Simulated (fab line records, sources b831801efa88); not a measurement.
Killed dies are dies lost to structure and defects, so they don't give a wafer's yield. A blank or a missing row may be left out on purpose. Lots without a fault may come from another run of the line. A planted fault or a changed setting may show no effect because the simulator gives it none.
Which tool did it? | flow gf180mcu | 14 lots, 42 wafers sampled, at 4 steps of a route of 602

WHAT THE GAUGES READ, wafer by wafer
GF_DUAL_GATE_OVL_MEAS_11. Usual: DUAL_GATE_OVL -0.2 nm, standard deviation 1.2.
lot  | measured     | on         | DUAL_GATE_OVL (nm) | flag
L724 | day 8 04:03  | overlay-01 | -0.1 0.2 1.2       |
L726 | day 8 21:57  | overlay-02 | -1.9 0.4 0.3       |
L728 | day 9 04:55  | overlay-02 | -2.2 0.7 0.1       |
L730 | day 9 22:10  | overlay-02 | 0.2 -2.2 2.1       |
L731 | day 10 09:33 | overlay-02 | -0.4 -0.9 -1.1     |
L732 | day 10 20:43 | overlay-02 | -1.3 -2.3 0.1      |
L733 | day 11 11:15 | overlay-02 | -0.1 -1.6 1.0      |
L735 | day 11 17:01 | overlay-02 | -0.9 -0.7 0.5      |
L734 | day 11 19:15 | overlay-01 | -1.0 -0.8 0.3      |
L736 | day 12 04:20 | overlay-02 | 0.0 0.3 0.5        |
L737 | day 12 04:37 | overlay-01 | 0.8 -1.0 1.6       |
L745 | day 14 14:18 | overlay-02 | -1.6 -0.9 -0.1     |
L746 | day 14 15:52 | overlay-01 | 0.8 -2.2 1.9       |
L747 | day 14 23:49 | overlay-01 | -2.3 -1.3 -2.1     |

GF_SAB_CD_MEAS_09: target cd 420 nm. Usual: cd_nm 419.7 nm, standard deviation 2.2.
lot  | measured     | on        | cd_nm (nm)        | flag
L724 | day 14 20:07 | cd_sem-01 | 418.2 416.2 418.4 |
L726 | day 15 18:59 | cd_sem-02 | 420.9 417.4 419.0 |
L728 | day 16 12:41 | cd_sem-01 | 419.5 418.3 418.6 |
L730 | day 17 03:53 | cd_sem-02 | 420.3 420.5 420.9 |
L731 | day 17 20:44 | cd_sem-02 | 423.0 422.2 421.7 |
L732 | day 18 03:29 | cd_sem-01 | 422.3 423.6 421.5 |
L733 | day 19 02:52 | cd_sem-01 | 423.8 423.8 425.1 |
L735 | day 19 03:34 | cd_sem-02 | 421.1 420.5 419.9 |
L734 | day 19 10:06 | cd_sem-02 | 415.8 413.2 415.8 |
L736 | day 20 00:09 | cd_sem-02 | 297.2 296.9 294.3 | OFF
L737 | day 20 00:28 | cd_sem-01 | 298.2 384.4 359.9 | OFF
L745 | day 22 23:25 | cd_sem-01 | 421.0 420.7 421.4 |
L746 | day 23 00:52 | cd_sem-01 | 417.8 420.1 416.7 |
L747 | day 23 11:05 | cd_sem-02 | 417.5 421.5 418.4 |

GF_CONTACT_THK_MEAS_03. Usual: CONTACT_CVD_02_THK 856 nm, standard deviation 12.
lot  | measured     | on            | CONTACT_CVD_02_THK (nm) | flag
L724 | day 14 21:19 | film_metro-01 | 845 852 857             |
L726 | day 15 20:11 | film_metro-01 | 865 842 884             |
L728 | day 16 13:52 | film_metro-02 | 852 847 870             |
L730 | day 17 05:10 | film_metro-03 | 857 857 845             |
L731 | day 17 21:57 | film_metro-01 | 847 842 856             |
L732 | day 18 04:40 | film_metro-03 | 841 875 840             |
L733 | day 19 04:04 | film_metro-03 | 847 869 865             |
L735 | day 19 04:44 | film_metro-01 | 861 858 856             |
L734 | day 19 11:17 | film_metro-01 | 833 868 862             |
L737 | day 20 01:40 | film_metro-02 | 860 871                 |
L745 | day 23 00:35 | film_metro-01 | 850 866 858             |
L746 | day 23 02:03 | film_metro-01 | 857 874 886             |
L747 | day 23 12:17 | film_metro-03 | 844 865 853             |

WHICH TOOL RAN EACH LOT (tool, then ch and the chambers of the sampled wafers, then the start)
lot  | GF_SAB_EXPOSE_06
L724 | iline_stepper-01 ch 0, day 14 09:38
L726 | iline_stepper-01 ch 0, day 15 08:13
L728 | iline_stepper-01 ch 0, day 16 02:19
L730 | iline_stepper-01 ch 0, day 16 17:13
L731 | iline_stepper-01 ch 0, day 17 09:05
L732 | iline_stepper-02 ch 0, day 17 17:03
L733 | iline_stepper-01 ch 0, day 18 15:05
L735 | iline_stepper-01 ch 0, day 18 15:36
L734 | iline_stepper-01 ch 0, day 18 22:43
L736 | iline_stepper-01 ch 0, day 19 12:03
L737 | iline_stepper-01 ch 0, day 19 12:25
L745 | iline_stepper-02 ch 0, day 22 12:44
L746 | iline_stepper-02 ch 0, day 22 13:49
L747 | iline_stepper-01 ch 0, day 23 00:25
- GF_SAB_EXPOSE_06: exposes mask SAB, target cd 420 nm.

WHAT THE TOOLS THEMSELVES READ (means of the sampled wafers that have a number; where no wafer has one, the mark that the record gives instead)
GF_SAB_EXPOSE_06. Usual: stage_vel_mm_s 499.96 mm/s, standard deviation 0.25.
lot  | tool             | stage_vel_mm_s (mm/s) | flag
L724 | iline_stepper-01 | 500.06                |
L726 | iline_stepper-01 | 499.70                |
L728 | iline_stepper-01 | 500.20                |
L730 | iline_stepper-01 | 499.86                |
L731 | iline_stepper-01 | 499.81                |
L732 | iline_stepper-02 | 500.17                |
L733 | iline_stepper-01 | 500.15                |
L735 | iline_stepper-01 | 500.17                |
L734 | iline_stepper-01 | 499.87                |
L736 | iline_stepper-01 | 499.89                |
L737 | iline_stepper-01 | 500.02                |
L745 | iline_stepper-02 | 499.96                |
L746 | iline_stepper-02 | 499.93                |
L747 | iline_stepper-01 | 499.82                |

THE ANSWER, worked out from the rows above alone
Rule: a lot is off if the mean of its wafers that have a number lies more than 3 standard deviations from the usual mean. A lot without any number at a reading at which 4 lots or more have one is off too. The other lots that the step has rows for count as sound. The gauges are gone through in route order, then the tools' own readings, and for those a lot's mean is taken as printed above. The first step at which some lot is off is used, and at that step the reading that is off furthest; a lot without a number counts as furthest.
Off: L736, L737, at GF_SAB_CD_MEAS_09 (cd_nm).
A tool fits if, at a process step before that reading, it ran every lot that is off, and no sound lot after the first of them. The gauges at GF_SAB_CD_MEAS_09 are tried like those tools. None of those tried fits.

WHAT THE SIMULATOR HAD PUT IN
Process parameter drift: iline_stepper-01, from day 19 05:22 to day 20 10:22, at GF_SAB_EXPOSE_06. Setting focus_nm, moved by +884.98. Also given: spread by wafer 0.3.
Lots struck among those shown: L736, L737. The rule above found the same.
